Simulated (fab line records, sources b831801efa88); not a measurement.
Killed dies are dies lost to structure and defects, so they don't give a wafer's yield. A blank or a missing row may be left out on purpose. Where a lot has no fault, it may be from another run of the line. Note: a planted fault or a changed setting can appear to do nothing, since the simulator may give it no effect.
Struck lot and sound lot, side by side + flow sky130 + 18 out of 708 route steps
Sound: wafers L784.1, L784.4, L784.5. Struck: wafers L802.1, L802.4, L802.6. The cause comes at the end.
Each step with rows lists, per side, the tool, then ch with its chambers, then its first start. Under that, the readings that differ: sound wafers + struck wafers + difference of the means + sigmas: that difference in standard deviations of wafers without a fault.
alike: same words and numbers on both sides, and readings whose means sit less than 2 such deviations apart. not compared: any withheld reading, any reading some wafer has no value for, any bound like >300 that may hide the same value, and any number with overlapping values for which the record gives no deviation.
A row with sigmas, a row that says differs or no value, or rows on one side alone: a step with any of these is where the two part. Non-overlapping numbers with no deviation appear without sigmas and do not part them. Lack of a reading on every wafer of one side parts them only where that side has two or more wafers.

first, 2 steps without rows for these wafers: SKY_CONTACT_PEB_12; SKY_CONTACT_DEVELOP_13 (develop time 60 s).
SKY_CONTACT_CD_MEAS_14 targets a cd of 170 nm.
  sound: cd_sem-01 at day 32 04:38; struck: cd_sem-01 at day 38 20:11
  alike: cd_nm
SKY_CONTACT_OVL_MEAS_15:
  sound: overlay-02 at day 32 04:45; struck: overlay-02 at day 38 20:18
  alike: CONTACT_OVL
SKY_CONTACT_ETCH_16: etches BARC in N2/H2, stops on SiO2, time 45.9 s, target depth 60 nm.
  sound on rie_diel-03 ch 0,2,3, day 32 04:47; struck on rie_diel-01 ch 0,2,3, day 38 20:20
  alike: drypump_motor_current_A, n2_flow_sccm, oes_product_au, throttle_valve_pct
  not compared: rf_hours_counter_h
SKY_CONTACT_ETCH_17: etches SiO2 in C4F8/O2/Ar, stops on Si3N4, target depth 340 nm.
  sound on rie_diel-03 ch 0,2,3, day 32 04:50; struck on rie_diel-01 ch 0,2,3, day 38 20:23
  alike: oes_product_au
SKY_CONTACT_ETCH_18: etches Si3N4 in CHF3/O2, stops on TiN, time 39 s, target depth 75 nm.
  sound on rie_diel-03 ch 0,2,3; struck on rie_diel-01 ch 0,2,3
  alike: drypump_motor_current_A, oes_product_au, throttle_valve_pct
  not compared: rf_hours_counter_h
SKY_CONTACT_STRIP_19: strips in O2/N2.
  sound on plasma_asher-04 ch 0,1, day 32 04:55; struck on plasma_asher-03 ch 0,1, day 38 20:28
  alike: drypump_motor_current_A, n2_flow_sccm, o2_flow_sccm, oes_product_au, strip_time_to_endpoint_s
  not compared: rf_hours_counter_h
then, 4 steps without rows for these wafers: SKY_CONTACT_STRIP_20 (strips in post etch residue remover, time 1200 s); SKY_CONTACT_CLEAN_21 (cleans in IPA, time 180 s); SKY_CONTACT_CLEAN_22 (cleans in O3/DIW); SKY_CONTACT_SPUTTER_23 (material TiN, target thk 20 nm, time 80 s).
SKY_CONTACT_CVD_24: deposits W, target thk 340 nm, time 102.12 s.
  sound on cvd_w-02 ch 0,1, day 32 05:34; struck on cvd_w-02 ch 0,1, day 38 21:17
| reading                               | sound             | struck          | difference | sigmas |
|---------------------------------------|-------------------|-----------------|------------|--------|
| model.W_of_CONTACT_CVD_24.thk_nm (nm) | 343.5 340.4 337.1 | 114.9 106.8 112 | -229.1     |        |
  alike: heater_power_outer_w, heater_power_w
SKY_CONTACT_RS_MEAS_25: measurement is done with a four-point probe.
  sound: film_metro-03 at day 32 05:41; struck: film_metro-03 at day 38 21:24
| reading               | sound             | struck            | difference | sigmas      |
|-----------------------|-------------------|-------------------|------------|-------------|
| CONTACT_W_RS (ohm/sq) | 0.334 0.338 0.342 | 1.024 1.104 1.052 | +0.722     | +99 or more |
SKY_CONTACT_THK_MEAS_26: measures by xrf.
  sound: film_metro-03 at day 32 05:48; struck: film_metro-03 at day 38 21:31
| reading            | sound       | struck      | difference | sigmas |
|--------------------|-------------|-------------|------------|--------|
| CONTACT_W_THK (nm) | 356 354 351 | 116 108 113 | -241       | -43    |
SKY_CONTACT_CMP_27: polishes, stops on SiO2, t overpolish 15 s, target thk 0 nm.
  sound on cmp-02 ch 0,1,3, day 32 05:58; struck on cmp-01 ch 1,3, day 38 21:43
| reading                | sound    | struck   | difference | sigmas |
|------------------------|----------|----------|------------|--------|
| time_to_endpoint_s (s) | 81 83 80 | 27 25 28 | -55        | -18    |
  alike: edge_zone_pressure_frac, motor_current_A
SKY_METAL1_SPUTTER_00: material Ti, target thk 15 nm, time 10 s.
  sound: pvd_sputter-01 at day 32 06:10; struck: pvd_sputter-04 at day 38 21:58
  alike: cathode_dc_power_W, throttle_valve_pct
then, 1 step without rows for these wafers: SKY_PAD_OPEN_PROBE_99.

== WHERE THEY PART ==
Last at SKY_CONTACT_CMP_27 as far as this record goes, first at SKY_CONTACT_RS_MEAS_25. Later steps at which nothing parts them and some readings are alike: SKY_METAL1_SPUTTER_00.

WHY: the cause the simulator had injected
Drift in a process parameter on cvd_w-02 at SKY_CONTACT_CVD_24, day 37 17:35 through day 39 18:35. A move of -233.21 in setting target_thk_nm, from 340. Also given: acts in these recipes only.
